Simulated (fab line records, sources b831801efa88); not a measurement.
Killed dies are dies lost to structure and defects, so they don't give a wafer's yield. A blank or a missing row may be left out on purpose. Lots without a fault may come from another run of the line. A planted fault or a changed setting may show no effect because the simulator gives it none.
Chamber matching | flow sky130 | SKY_POLY_GATE_ETCH_17 on rie_si-02: 4 sister chambers
The step etches poly-Si in HBr/Cl2, stops on SiO2, target depth 180 nm, time 70.5 s. 4 wafers are shown with their chamber, then 10 later ones without.

WAFERS WITH THEIR CHAMBER
wafer  | chamber | drypump_motor_current_A (A)
L093.1 | 2       | 5.9
L093.2 | 0       | 5.5
L093.4 | 3       | 6.0
L093.5 | 1       | 5.9

WAFERS WITHOUT THEIR CHAMBER
wafer  | drypump_motor_current_A (A)
L093.6 | 5.9
L094.1 | 5.9
L094.2 | 5.9
L094.3 | 6.1
L094.4 | 5.6
L094.5 | 5.9
L094.6 | 6.0
L097.1 | 5.9
L097.4 | 5.9
L097.6 | 5.5

WHICH CHAMBER EACH WENT THROUGH
wafer  | from the rows above     | in truth
L093.6 | can't be placed: 1 or 2 | 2
L094.1 | can't be placed: 1 or 2 | 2
L094.2 | can't be placed: 1 or 2 | 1
L094.3 | 3                       | 3
L094.4 | 0                       | 0
L094.5 | can't be placed: 1 or 2 | 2
L094.6 | 3                       | 3
L097.1 | can't be placed: 1 or 2 | 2
L097.4 | can't be placed: 1 or 2 | 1
L097.6 | 0                       | 0
Placed correctly: 4 of 10. Can't be placed from these rows: 6 (the true chamber is among the candidates in 6). Placed wrongly: 0.
How it was worked out, from the rows above alone: a wafer's distance from a chamber is the root of the sum, over the readings, of the square of ((its reading less the chamber's mean) divided by the reading's scatter). The wafer belongs to the nearest chamber; if the next one is less than 2 further off, it can't be placed. A chamber's mean is the mean of its shown wafers. The scatter: with one shown wafer a chamber, the root of the mean of the squares of how far each hidden wafer lies from its nearest shown one.
